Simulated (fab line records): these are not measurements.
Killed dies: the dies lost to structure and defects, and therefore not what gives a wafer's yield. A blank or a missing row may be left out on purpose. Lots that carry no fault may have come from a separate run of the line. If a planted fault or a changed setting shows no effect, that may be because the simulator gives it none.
Struck lot and sound lot, side by side -- flow gf180mcu -- 20 steps out of a route of 602
Sound: the wafers L224.2, L224.4, L224.6. Wafers struck: L234.1, L234.2, L234.6. The cause comes at the end.
Order at every step that has rows: each side's tool, ch and its chambers, its first start. Under that, the readings that differ: sound wafers -- struck wafers -- difference of the means -- sigmas: that difference in standard deviations of wafers without a fault.
alike: words and numbers the same on both sides, and readings whose means are apart by under 2 such deviations; not compared: readings that were withheld, readings missing a value for some wafer, numbers with overlapping values and no deviation given by the record, and bounds like >300 which may hide the same value.
A row with sigmas, a row that says differs or no value, or rows on one side alone: a step with any of these is where the two part. Non-overlapping numbers with no deviation appear without sigmas and do not part them. A reading missing from all wafers of one side parts the sides only when that side holds two or more wafers.

first, 1 step without rows for these wafers: GF_NSD_IMPLANT_10.
GF_NSD_STRIP_11: strips in O2/N2.
  sound on plasma-asher-01 ch 0,1, day 13 23:02; struck on plasma-asher-04 ch 0,1, day 17 11:38
  alike: drypump-motor-current-A, heater-power-w, oes-product-au, platen-temp-c, strip-time-to-endpoint-s
  not compared: rf-hours-counter-h
GF_NSD_TW_MEAS_12:
  struck on film-metro-04, day 17 11:44; sound on film-metro-04, day 13 23:08
  alike: NSD_TW
then, 7 steps without rows for these wafers: GF_PSD_DEHYDRATE_00 (time 60 s); GF_PSD_HMDS_01 (prime time 60 s); GF_PSD_COAT_02 (resist thk 1000 nm); GF_PSD_SOFTBAKE_03 (time 60 s); GF_PSD_EXPOSE_04 (exposes mask Pplus, target cd 400 nm); GF_PSD_PEB_05; GF_PSD_DEVELOP_06 (develop time 60 s).
GF_PSD_CD_MEAS_07: target cd 400 nm.
  struck on cd-sem-01, day 18 11:15; sound on cd-sem-02, day 14 19:44
  alike: cd-nm
GF_PSD_OVL_MEAS_08:
  struck on overlay-01, day 18 11:22; sound on overlay-02, day 14 19:50
  alike: PSD_OVL
GF_PSD_IMPLANT_09:
  sound on implanter-01 ch 0, day 14 19:53; struck on implanter-02 ch 0, day 18 11:25
reading,sound,struck,difference,sigmas
implant-ion-amu,49 49 49,75 75 75,+26,
model.implant.drp-nm (nm),15.87 15.87 15.87,11.92 11.92 11.92,-3.95,
model.implant.rp-nm (nm),29.88 29.88 29.88,26.49 26.49 26.49,-3.39,
  alike: dose-ions-cm2
GF_PSD_STRIP_10: strips in O2/N2.
  sound on plasma-asher-03 ch 0,1, day 14 20:01; struck on plasma-asher-01 ch 0,1, day 18 11:34
reading,sound,struck,difference,sigmas
strip-time-to-endpoint-s (s),16.48 16.49 16.53,16.57 16.59 16.58,+0.08,+2
  alike: drypump-motor-current-A, heater-power-w, oes-product-au, platen-temp-c
  not compared: rf-hours-counter-h
GF_PSD_TW_MEAS_11:
  struck on film-metro-04, day 18 11:40; sound on film-metro-04, day 14 20:07
reading,sound,struck,difference,sigmas
PSD_TW,3121 3116 3120,3656 3671 3660,+543,+18
then, 1 step without rows for these wafers: GF_PSD_CLEAN_12 (cleans in SC1/SC2, time 150 s).
GF_PSD_RTA_13: time 20 s.
  sound on rtp-anneal-01 ch 0, day 14 20:14; struck on rtp-anneal-02 ch 0, day 18 11:46
reading,sound,struck,difference,sigmas
lamp-power-pct (%),29.0 29.0 29.0,32.0 32.1 32.1,+3.1,+2
  alike: wafer_temp_C_max
GF_PSD_RS_MEAS_14: measures by four-point-probe.
  struck on film-metro-03, day 18 11:52; sound on film-metro-04, day 14 20:20
  alike: NSD_RS
GF_PSD_RS_MEAS_15: measures by four-point-probe.
  struck on film-metro-03, day 18 11:59; sound on film-metro-04, day 14 20:27
reading,sound,struck,difference,sigmas
PSD_RS (ohm/sq),108.46 108.75 108.53,52.29 52.29 52.35,-56.27,-99 or more
GF_SAB_CVD_00: deposits SiO2 from TEOS, target thk 50 nm, time 4.9302 s.
  sound on pecvd-01 ch 1,2, day 14 20:33; struck on pecvd-01 ch 0,1,2, day 18 12:06
  alike: heater-power-outer-w, heater-power-w, susceptor-temp-C

WHERE THEY PART
At GF_PSD_STRIP_10 first; at GF_PSD_RS_MEAS_15 last (within this record only). Later steps at which nothing parts them and some readings are alike: GF_SAB_CVD_00.

WHY: whatever the simulator had introduced
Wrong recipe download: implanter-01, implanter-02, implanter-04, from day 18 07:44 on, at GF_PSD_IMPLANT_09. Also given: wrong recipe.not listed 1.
